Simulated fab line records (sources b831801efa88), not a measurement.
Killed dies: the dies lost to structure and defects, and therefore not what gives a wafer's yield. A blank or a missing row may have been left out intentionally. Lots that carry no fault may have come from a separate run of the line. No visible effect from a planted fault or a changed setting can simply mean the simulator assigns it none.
2 desks looking at one fault -- flow gf180mcu -- only its own numbers are on each desk; what lay behind them is given at the end

AT THE METROLOGY DESK
Lot by lot, what the gauges showed, no matter which tool ran the lot: averages of those sampled wafers that carry a number. A lot is out of limits, marked OUT, if its mean lies more than 4 standard deviations from the usual mean; the brackets give that distance.
Columns: A = CONTACT_CVD_00_THK at GF_CONTACT_THK_MEAS_01, usual 300 nm
lot,first seen here,A
L940,day 15 03:22,301
L941,day 15 07:16,300
L942,day 15 17:11,298
L943,day 16 02:39,303
L946,day 17 03:53,304
L947,day 17 17:02,302
L948,day 17 18:15,297
L949,day 18 08:05,303
L950,day 19 02:02,296
L951,day 19 13:42,298
L958,day 21 13:01,296
L959,day 21 23:31,298
L960,day 22 04:37,298
This desk's finding: nothing out of limits on any of the 13 lots.

THE TOOL OWNER'S DESK: lithoTrack-03
The tool's own readings at GF_MVSD_COAT_02 (resist thk 3000 nm): means of the sampled wafers that have a number, for each lot that ran on this tool. A lot is out of limits, marked OUT, if its mean lies more than 4 standard deviations from the usual mean; the brackets give that distance.
Columns: A = dispensePressureKPa at GF_MVSD_COAT_02, usual 48 kPa; B = spinSpeedRpm at GF_MVSD_COAT_02, usual 1999.9 rpm
lot,first seen here,A,B
L942,day 4 14:54,52,2000.4
L951,day 7 04:58,52,1998.2
L959,day 8 14:42,52,2072.3 (+60) OUT
L960,day 8 21:19,52,2072.0 (+60) OUT
Finding of this desk: L959, L960 out of limits; the first was L959 at day 8 14:42, on spinSpeedRpm at GF_MVSD_COAT_02. L942, L951 stayed within limits.

TAKEN TOGETHER
An alarm could have come from the tool owner's desk at day 8 14:42, on L959, L960.
Metrology desk: nothing out of limits seen.
The metrology desk holds a record of L959, L960, inside its limits.
Every lot named ran GF_MVSD_COAT_02 on lithoTrack-03.

WHAT HAD BEEN PUT IN BY THE SIMULATOR
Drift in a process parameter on lithoTrack-03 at GF_MVSD_COAT_02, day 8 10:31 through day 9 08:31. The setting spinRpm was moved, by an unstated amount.
Lots struck among those shown: L959, L960.
Time in hours from fault onset to the first out-of-limits reading at each desk: the tool owner's desk, 4.
